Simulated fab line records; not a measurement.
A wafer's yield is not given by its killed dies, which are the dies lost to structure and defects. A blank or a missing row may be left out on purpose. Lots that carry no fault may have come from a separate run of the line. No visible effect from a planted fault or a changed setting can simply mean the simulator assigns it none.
A lot that was struck, set against a sound lot -- flow sfq line -- 42 out of 325 route steps
Sound: these wafers, L940.1, L940.4, L940.6. Struck: wafer L950.3. (L950.1, L950.2 of the same lot were not struck and are left out.) The cause comes at the end.
Each step with rows lists, per side, the tool, then ch with its chambers, then its first start. Under that, the readings that differ: sound wafers -- struck wafers -- difference of the means -- sigmas: that difference in standard deviations of wafers without a fault.
alike: readings whose means differ by less than 2 such deviations, and words and numbers that are the same on both sides. not compared: withheld readings, readings that some wafer has no value for, bounds like >300 that may hide the same value, and numbers for which the record gives no deviation and whose values overlap.
Wherever a step has rows on one side only, a row that says differs or no value, or a row with sigmas, the two part there. Non-overlapping numbers with no deviation appear without sigmas and do not part them. A reading missing from all wafers of one side parts the sides only when that side holds two or more wafers.

first, 6 steps without rows for these wafers: SFQ_TRILAYER_M1_LITHO_COAT_044 (resist thk 62 nm); SFQ_TRILAYER_M1_LITHO_COAT_039 (resist thk 600 nm); SFQ_TRILAYER_M1_LITHO_SOFTBAKE_043; SFQ_TRILAYER_M1_LITHO_EXPOSE_040 (exposes mask M1, target cd 500 nm); SFQ_TRILAYER_M1_LITHO_PEB_042 (peb time 60 s); SFQ_TRILAYER_M1_LITHO_DEVELOP_041 (time 60 s).
SFQ_M1_OVL_MEAS_911:
  sound on overlay-02 at day 15 10:42; struck on overlay-01 at day 18 06:44
  alike: M1_OVL
then, 2 steps without rows for these wafers: SFQ_TRILAYER_M1_BARC_OPEN_METAL_ETCH_054 (etches BARC in O2, target depth 125 nm, time 41.7 s); SFQ_TRILAYER_M1_ETCH_METAL_ETCH_042 (etches Nb in Cl2/Ar, stops on SiO2, target depth 240 nm, time 120 s).
SFQ_TRILAYER_M1_STRIP_STRIP_043: strips in O2.
  sound on rie metal-02 ch 0,1, day 15 10:55; struck on rie metal-02 ch 1, day 18 06:57
  alike: drypump motor current A, he backside leak sccm, oes product au
  not compared: rf hours counter h
then, 1 step without rows for these wafers: SFQ_TRILAYER_M1_STRIP_SOLV_CLEAN_044 (cleans in NMP, time 600 s).
SFQ_TRILAYER_I1_DEP_PECVD_045: deposits SiO2 from SiH4/N2O, time 111.11 s, target thk 500 nm.
  sound on pecvd-04 ch 1,2, day 15 11:42; struck on pecvd-02 ch 1, day 18 07:44
  alike: heater power w, throttle valve pct
SFQ_TRILAYER_I1_CMP_CMP_046: polishes SiO2.
  sound on cmp-01 ch 0,1,2, day 15 14:22; struck on cmp-01 ch 0, day 18 11:13
reading,sound,struck,difference,sigmas
time to endpoint s (s),205 228 207,185,-28,-3
model.SiO2_of_TRILAYER_I1_DEP_PECVD_045.thk nm (nm),200.9 203.7 200.8,249.8,+48.0,
  alike: motor current A
SFQ_I1_BOW_MEAS_912:
  sound on film metro-01 at day 15 16:22; struck on film metro-02 at day 18 14:13
  alike: I1_BOW
SFQ_TRILAYER_I1_METRO_MEASURE_047:
  sound on film metro-01 at day 15 16:29; struck on film metro-02 at day 18 14:20
reading,sound,struck,difference,sigmas
thk nm (nm),201.0 203.6 200.8,249.9,+48.1,+34
then, 6 steps without rows for these wafers: SFQ_TRILAYER_I1_VIA_LITHO_COAT_054 (resist thk 62 nm); SFQ_TRILAYER_I1_VIA_LITHO_COAT_049 (resist thk 650 nm); SFQ_TRILAYER_I1_VIA_LITHO_SOFTBAKE_053; SFQ_TRILAYER_I1_VIA_LITHO_EXPOSE_050 (exposes mask I1, target cd 500 nm); SFQ_TRILAYER_I1_VIA_LITHO_PEB_052 (peb time 60 s); SFQ_TRILAYER_I1_VIA_LITHO_DEVELOP_051 (time 60 s).
-- the record jumps here: 5 days lie between the struck wafers' starts before and after --
SFQ_I1_OVL_MEAS_913:
  sound on overlay-02 at day 20 12:32; struck on overlay-02 at day 23 22:42
  alike: I1_OVL
then, 1 step without rows for these wafers: SFQ_TRILAYER_I1_VIA_BARC_OPEN_VIA_ETCH_071 (etches BARC in O2, target depth 125 nm, time 41.7 s).
SFQ_TRILAYER_I1_VIA_ETCH_VIA_ETCH_052: etches SiO2 in CHF3, stops on Nb, target depth 260 nm.
  sound on rie diel-01 ch 1,2,3, day 20 12:37; struck on rie diel-02 ch 1, day 23 22:46
reading,sound,struck,difference,sigmas
drypump motor current A (A),5.6 5.2 4.8,6.1,+0.9,+2
oes product au (a.u.),0.853 0.858 0.863,0.969,+0.111,+19
model.I1.feature depth nm (nm),200.9 203.7 200.8,249.8,+48.0,
model.etch.depth nm (nm),200.9 203.7 200.8,249.8,+48.0,
SFQ_TRILAYER_I1_VIA_STRIP_STRIP_053: strips in O2.
  sound on rie metal-04 ch 0,1, day 20 12:43; struck on rie metal-02 ch 1, day 23 22:53
  alike: drypump motor current A, he backside leak sccm, oes product au
  not compared: rf hours counter h
then, 1 step without rows for these wafers: SFQ_TRILAYER_I1_VIA_STRIP_SOLV_CLEAN_054 (cleans in NMP, time 600 s).
SFQ_TRILAYER_M2_DEP_PRE_CLEAN_056: time 22.5 s.
  sound on pvd sputter-04 at day 20 13:30; struck on pvd sputter-04 at day 23 23:40
reading,sound,struck,difference,sigmas
model.SiO2_of_TRILAYER_I1_DEP_PECVD_045.thk nm (nm),193.4 196.2 193.3,242.3,+48.0,
then, 1 step without rows for these wafers: SFQ_TRILAYER_M2_DEP_SPUTTER_055 (material Nb, target thk 200 nm, time 133.3 s).
SFQ_M2_RS_MEAS_914: uses a four-point probe to measure.
  sound on film metro-02 at day 20 13:37; struck on film metro-04 at day 23 23:47
  alike: M2_NB_RS
then, 6 steps without rows for these wafers: SFQ_TRILAYER_M2_LITHO_COAT_062 (resist thk 62 nm); SFQ_TRILAYER_M2_LITHO_COAT_057 (resist thk 600 nm); SFQ_TRILAYER_M2_LITHO_SOFTBAKE_061; SFQ_TRILAYER_M2_LITHO_EXPOSE_058 (exposes mask M2, target cd 500 nm); SFQ_TRILAYER_M2_LITHO_PEB_060 (peb time 60 s); SFQ_TRILAYER_M2_LITHO_DEVELOP_059 (time 60 s).
-- the record jumps here: 6 days lie between the struck wafers' starts before and after --
SFQ_M2_OVL_MEAS_916:
  sound on overlay-02 at day 26 07:49; struck on overlay-01 at day 30 07:59
  alike: M2_OVL
then, 1 step without rows for these wafers: SFQ_TRILAYER_M2_BARC_OPEN_METAL_ETCH_077 (etches BARC in O2, target depth 125 nm, time 41.7 s).
SFQ_TRILAYER_M2_ETCH_METAL_ETCH_060: etches Nb in Cl2/Ar, stops on SiO2, target depth 240 nm, time 120 s.
  sound on rie metal-03 ch 0,1, day 26 07:56; struck on rie metal-03 ch 0, day 30 08:04
  alike: drypump motor current A, he backside leak sccm, oes product au
  not compared: rf hours counter h
SFQ_TRILAYER_M2_STRIP_STRIP_061: strips in O2.
  sound on rie metal-03 ch 0,1, day 26 08:06; struck on rie metal-03 ch 0, day 30 08:12
  alike: drypump motor current A, he backside leak sccm, oes product au
  not compared: rf hours counter h
then, 2 steps without rows for these wafers: SFQ_TRILAYER_M2_STRIP_SOLV_CLEAN_062 (cleans in NMP, time 600 s); SFQ_TRILAYER_I2_DEP_PECVD_063 (deposits SiO2 from SiH4/N2O, time 111.11 s, target thk 500 nm).
-- the record jumps here: 62 days lie between the struck wafers' starts before and after --
SFQ_M8_BOW_MEAS_951:
  sound on film metro-01 at day 87 01:20; struck on film metro-01 at day 92 01:50
reading,sound,struck,difference,sigmas
M8_BOW (um),0 12 -7,26,+24,+2
model.etest.i1.link ohm,1.98 1.967 1.968,2.039,+0.067,

== WHERE THEY PART ==
First at SFQ_TRILAYER_I1_CMP_CMP_046; last, within this record, at SFQ_M8_BOW_MEAS_951.

WHY: what had been put in by the simulator
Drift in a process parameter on cmp-01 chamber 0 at SFQ_TRILAYER_I1_CMP_CMP_046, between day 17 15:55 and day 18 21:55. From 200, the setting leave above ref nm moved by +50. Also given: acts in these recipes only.
